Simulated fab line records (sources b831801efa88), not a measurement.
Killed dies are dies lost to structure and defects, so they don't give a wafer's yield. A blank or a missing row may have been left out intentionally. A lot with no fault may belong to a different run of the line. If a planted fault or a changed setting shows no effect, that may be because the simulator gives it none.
Which tool did it? + flow gf180mcu + 13 lots, 39 wafers sampled, at 3 steps of a route of 602

== WHAT EACH GAUGE READ, for each wafer ==
GF_STI_THK_MEAS_02.
| lot  | measured    | on           | STI_OXIDATION_THK (nm) |
|------|-------------|--------------|------------------------|
| L772 | day 1 18:05 | filmMetro-03 | 10.00 9.87 9.94        |
| L775 | day 2 07:56 | filmMetro-02 | 9.97 9.91 9.90         |
| L776 | day 2 12:31 | filmMetro-01 | 9.91 10.05 10.03       |
| L781 | day 3 16:41 | filmMetro-02 | 9.74 9.72 9.74         |
| L783 | day 4 00:48 | filmMetro-02 | 9.86 9.60 9.77         |
| L784 | day 4 06:02 | filmMetro-01 | 10.06 9.88 9.98        |
| L785 | day 4 09:31 | filmMetro-03 | 10.16 10.01 10.18      |
| L786 | day 4 14:31 | filmMetro-01 | 10.10 10.07 9.95       |
| L787 | day 4 19:31 | filmMetro-03 | 10.33 10.41 10.24      |
| L788 | day 5 00:43 | filmMetro-03 | 10.23 10.02 10.31      |
| L790 | day 5 10:40 | filmMetro-01 | 10.16 10.04 10.26      |
| L792 | day 5 20:31 | filmMetro-03 | 10.16 10.23 10.29      |
| L794 | day 6 06:42 | filmMetro-02 | 9.95 10.09 10.19       |

GF_VT_IMPLANT_RS_MEAS_48: uses a four-point probe to measure.
| lot  | measured     | on           | LVPWELL_RS (ohm/sq)  |
|------|--------------|--------------|----------------------|
| L772 | day 7 21:58  | filmMetro-04 | 1192.1 1196.1 1196.4 |
| L775 | day 8 16:49  | filmMetro-04 | 1194.0 1200.2 1195.8 |
| L776 | day 8 20:44  | filmMetro-04 | 1197.7 1190.7 1196.2 |
| L781 | day 10 16:10 | filmMetro-02 | 1199.0 1195.7 1199.8 |
| L783 | day 10 23:55 | filmMetro-01 | 1230.6 1229.5 1228.8 |
| L784 | day 11 05:34 | filmMetro-01 | 1232.7 1232.1 1236.1 |
| L785 | day 11 12:41 | filmMetro-02 | 1193.6 1193.6 1197.2 |
| L786 | day 11 19:05 | filmMetro-01 | 1192.7 1193.5 1192.3 |
| L787 | day 12 02:22 | filmMetro-01 | 1198.1 1194.0 1195.0 |
| L788 | day 12 09:16 | filmMetro-02 | 1199.4 1197.5 1199.6 |
| L790 | day 12 21:04 | filmMetro-02 | 1199.9 1198.5 1199.5 |
| L792 | day 13 10:07 | filmMetro-04 | 1200.3 1196.7 1194.6 |
| L794 | day 13 23:59 | filmMetro-04 | 1192.6 1193.9 1192.1 |

== TOOL THAT RAN EACH LOT (tool first, then ch and the chambers of the sampled wafers, then the start) ==
| lot  | GF_LVPWELL_IMPLANT_09          |
|------|--------------------------------|
| L772 | implanter-04 ch 0, day 4 04:08 |
| L775 | implanter-04 ch 0, day 4 19:17 |
| L776 | implanter-03 ch 0, day 4 23:59 |
| L781 | implanter-03 ch 0, day 6 09:38 |
| L783 | implanter-03 ch 0, day 6 16:46 |
| L784 | implanter-03 ch 0, day 6 22:59 |
| L785 | implanter-04 ch 0, day 7 04:41 |
| L786 | implanter-04 ch 0, day 7 09:28 |
| L787 | implanter-04 ch 0, day 7 14:55 |
| L788 | implanter-04 ch 0, day 7 21:50 |
| L790 | implanter-02 ch 0, day 8 08:32 |
| L792 | implanter-04 ch 0, day 8 18:52 |
| L794 | implanter-04 ch 0, day 9 06:45 |
- GF_LVPWELL_IMPLANT_09

== AS READ BY THE TOOLS THEMSELVES (means over the sampled wafers that have a number; for cases with no such wafer, the mark the record gives instead) ==
GF_LVPWELL_IMPLANT_09.
| lot  | tool         | doseIonsCm2 | faradayCurrentUA | tiltDeg (degrees) |
|------|--------------|-------------|------------------|-------------------|
| L772 | implanter-04 | 5e+12       | 28.8             | 0.006             |
| L775 | implanter-04 | 5e+12       | 27.9             | -0.009            |
| L776 | implanter-03 | 5e+12       | 28.5             | 0.022             |
| L781 | implanter-03 | 5e+12       | 28.2             | -0.019            |
| L783 | implanter-03 | 4e+12       | 23.8             | 0.005             |
| L784 | implanter-03 | 4e+12       | 23.9             | -0.020            |
| L785 | implanter-04 | 5e+12       | 27.5             | -0.026            |
| L786 | implanter-04 | 5e+12       | 27.9             | -0.013            |
| L787 | implanter-04 | 5e+12       | 27.9             | 0.006             |
| L788 | implanter-04 | 5e+12       | 28.7             | -0.031            |
| L790 | implanter-02 | 5e+12       | 28.0             | 0.029             |
| L792 | implanter-04 | 5e+12       | 28.2             | 0.020             |
| L794 | implanter-04 | 5e+12       | 27.6             | 0.008             |

== THE ANSWER, worked out from the rows above alone ==
Rule: usual is defined by the lots themselves. The widest of any qualifying gaps counts: lots, ordered by their means at a reading, are off when they make up no more than a third of the lots, leave a main group of 4 or more, and stand apart from it by 3 or more times the standard deviation of that group's means. A main group whose means are all the same, to the digits that the tables above print for the reading, isn't used. Also off: a lot with no number at a reading for which 4 or more lots have one. The other lots that the step has rows for count as sound. Order of review: gauges by route order, followed by the tools' own readings, for which a lot's mean as printed above is used. The first step at which some lot is off is used, and at that step the reading that is off furthest; a lot without a number counts as furthest.
Off: L783, L784, at GF_VT_IMPLANT_RS_MEAS_48 (LVPWELL_RS). The main group has a mean of 1196.0 ohm/sq with a standard deviation of 2.1.
A tool fits if, at a process step before that reading, it ran every lot that is off, and no sound lot after the first of them. The gauges at GF_VT_IMPLANT_RS_MEAS_48 aren't tried: what is off there is off at GF_LVPWELL_IMPLANT_09 too, on other tools, and a gauge's error can't cause that. One fits: implanter-03 at GF_LVPWELL_IMPLANT_09. A fault onset in the window from L781 (day 6 09:38, its last sound lot) to L783 (day 6 16:46, its first lot off) fits.
The tool's own readings at GF_LVPWELL_IMPLANT_09 bear it out: on the lots that are off they differ by more than 5 times the standard deviation of the sound lots' means. doseIonsCm2 reads 4e+12 there against 5e+12 on the sound lots; faradayCurrentUA reads 23.9 there against 28.1 on the sound lots.

== WHAT WAS PUT IN BY THE SIMULATOR ==
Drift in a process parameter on implanter-03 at GF_LVPWELL_IMPLANT_09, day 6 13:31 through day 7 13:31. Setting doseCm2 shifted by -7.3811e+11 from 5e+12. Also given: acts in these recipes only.
Lots struck among those shown: L783, L784. Same finding as the rule above.
